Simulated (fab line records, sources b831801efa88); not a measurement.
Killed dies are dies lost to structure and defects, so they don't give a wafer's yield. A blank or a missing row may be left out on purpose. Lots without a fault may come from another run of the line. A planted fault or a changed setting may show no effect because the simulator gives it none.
Problem report in the 8D (eight disciplines) form, filled by code | flow gf180mcu | the parts of the form that need people (team, actions taken, sign-off) are left out

1. THE PROBLEM
V4_CVD_02_THK at GF_V4_THK_MEAS_03 reads a mean of 744 nm on 2 wafers of 2 lots; wafers without a fault read 846 nm with a standard deviation of 12. That is -8.5 standard deviations from the usual mean.
First seen on wafer L850.3, day 26 15:11, on film_metro-02. The record holds 34 wafers of 12 lots with a number at this step. Rule for "out", or "out of limits": more than 4 standard deviations from the usual mean. The other wafers with a number count as sound.

2. WHAT IT IS AND WHAT IT IS NOT
question                    | is                           | is not
which readings at this step | V4_CVD_02_THK                | -
which lots                  | L850, L853                   | L845, L846, L847, L848, L849, L859, L860, L861, L863, L864
which wafers of those lots  | L850.3, L853.4               | L850.5, L853.5
read on which gauges        | film_metro-02, film_metro-03 | film_metro-01
when                        | from day 26 15:11            | up to then (16 sound wafers); but 16 sound wafers of L853, L859, L860, L861, L863, L864 came after

3. SUSPECTS, AND WHAT RULES EACH OUT
Counting: a tool at a process step up to the reading stays a suspect if it ran every lot that is out. Sound lots after the first of them don't rule it out here, since some wafers of a struck lot are sound.
- the gauge at GF_V4_THK_MEAS_03: ruled out. The wafers that are out were read on 2 gauges (film_metro-02, film_metro-03).
- pecvd-03 at GF_V4_CVD_02 (deposits SiO2 from TEOS, target thk 850 nm, time 94.851 s): kept. It ran every lot that is out, first L850 (day 26 15:07); its last sound lot up to then is L849 (day 26 04:07).
Left after counting: pecvd-03 at GF_V4_CVD_02.

4. THE CAUSE (what the simulator had put in)
Process parameter drift: pecvd-03, from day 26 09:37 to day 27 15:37, at GF_V4_CVD_02. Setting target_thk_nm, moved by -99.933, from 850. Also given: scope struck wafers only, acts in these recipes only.
Counting left only this tool.

5. THE CHAIN OF EFFECTS, in route order
Each row: a reading whose mean over the struck wafers that have a number lies more than 3 standard deviations from the usual. Only readings for which the record gives a usual standard deviation are gone through. hours: the time from each lot's start at the first step in this table that gives one to its start at this step, as a median over the lots. sigmas: the change in usual standard deviations.
hours | step              | reading            | usual  | on struck wafers | change | sigmas
0     | GF_V4_THK_MEAS_03 | V4_CVD_02_THK      | 846 nm | 744              | -102   | -8.5
0     | GF_V4_CMP_04      | time_to_endpoint_s | 79 s   | 40               | -39    | -6.0
The process steps in it:
- GF_V4_CMP_04: polishes SiO2.
Later measuring or inspecting steps at which every struck wafer that the step has a row for has a number for every such reading, and none has moved that far: GF_V4_CD_MEAS_14.

6. WHAT WOULD HAVE CAUGHT IT SOONER
In this record the first reading out of limits at a measuring or inspecting step was taken at day 26 15:11, 6 hours after the fault began at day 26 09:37.
Of the tool readings at GF_V4_CVD_02 for which the record gives a usual standard deviation, none was out on any struck wafer, so an alarm limit of 4 standard deviations on them would not have fired.
Of the lots that are out (2), L853 began GF_V4_CVD_02 on pecvd-03 after day 26 15:11. A hold on the tool at that time would have spared it.
